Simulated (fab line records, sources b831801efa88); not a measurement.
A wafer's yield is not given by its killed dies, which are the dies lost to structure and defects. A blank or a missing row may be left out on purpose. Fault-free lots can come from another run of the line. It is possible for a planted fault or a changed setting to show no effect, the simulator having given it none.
Code-filled problem report in 8D (eight disciplines) form / flow sky130 / the parts of the form that need people (team, actions taken, sign-off) are left out

1. WHAT IS WRONG
tilt-deg at SKY_LDD_N_IMPLANT_14 reads a mean of 0.004 degrees on 6 wafers of 2 lots; wafers without a fault read 29.998 degrees with a standard deviation of 0.021. So: -99 or more standard deviations from the usual mean.
Seen first at day 23 23:59 on implanter-02, wafer L161.1. Wafers with a number at this step in the record: 36, from 12 lots. The rule behind "out" and "out of limits": a value lying over 4 standard deviations away from the usual mean. Any other wafer with a number is counted as sound.

2. WHAT IT IS; WHAT IT IS NOT
question=which readings at this step | is=tilt-deg | is not=-
question=which lots | is=L161, L164 | is not=L144, L145, L146, L148, L150, L153, L154, L157, L162, L163
question=which wafers of those lots | is=all that have a number | is not=-
question=read on which tools | is=implanter-02 | is not=implanter-01, implanter-03
question=when | is=from day 23 23:59 | is not=up to then (24 sound wafers); but 6 sound wafers of L162, L163 came after

3. WHAT RULES OUT EACH SUSPECT
Counting: a tool at any process step up to the reading remains a suspect when it ran all the lots that are out and ran no sound lot after the first of those.
- implanter-02 at SKY_LDD_N_IMPLANT_14: kept. It processed each lot that is out, first L161 at day 23 23:59, and no sound lot thereafter; up to then, the last sound lot it processed was L148 at day 19 14:49. On those wafers its own readings are out: tilt-deg.
The count leaves implanter-02 at SKY_LDD_N_IMPLANT_14.

4. THE CAUSE (what the simulator had put in)
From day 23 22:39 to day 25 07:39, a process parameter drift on implanter-02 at SKY_LDD_N_IMPLANT_14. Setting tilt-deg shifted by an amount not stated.
Counting left only this tool.

5. THE CHAIN OF EFFECTS, in route order
Each row: a reading where the mean over the struck wafers with a number is more than 3 standard deviations away from the usual. Readings are gone through only where the record gives a usual standard deviation; hours: the median, over the lots, of the time from a lot's start at the first step in this table giving one to that lot's start at this step; sigmas: the change measured in usual standard deviations.
hours=0; step=SKY_LDD_N_IMPLANT_14; reading=tilt-deg; usual=29.998 degrees; on struck wafers=0.004; change=-29.994; sigmas=-99 or more
Here are the process steps it includes:
- SKY_LDD_N_IMPLANT_14
Later measuring or inspecting steps at which every struck wafer that the step has a row for has a number for every such reading, and none has moved that far: SKY_LI_CONTACT_RS_MEAS_22.

6. HOW IT WOULD HAVE BEEN CAUGHT EARLIER
In this record the first reading out of limits was taken at day 23 23:59, 1 hour after the fault began at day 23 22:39.
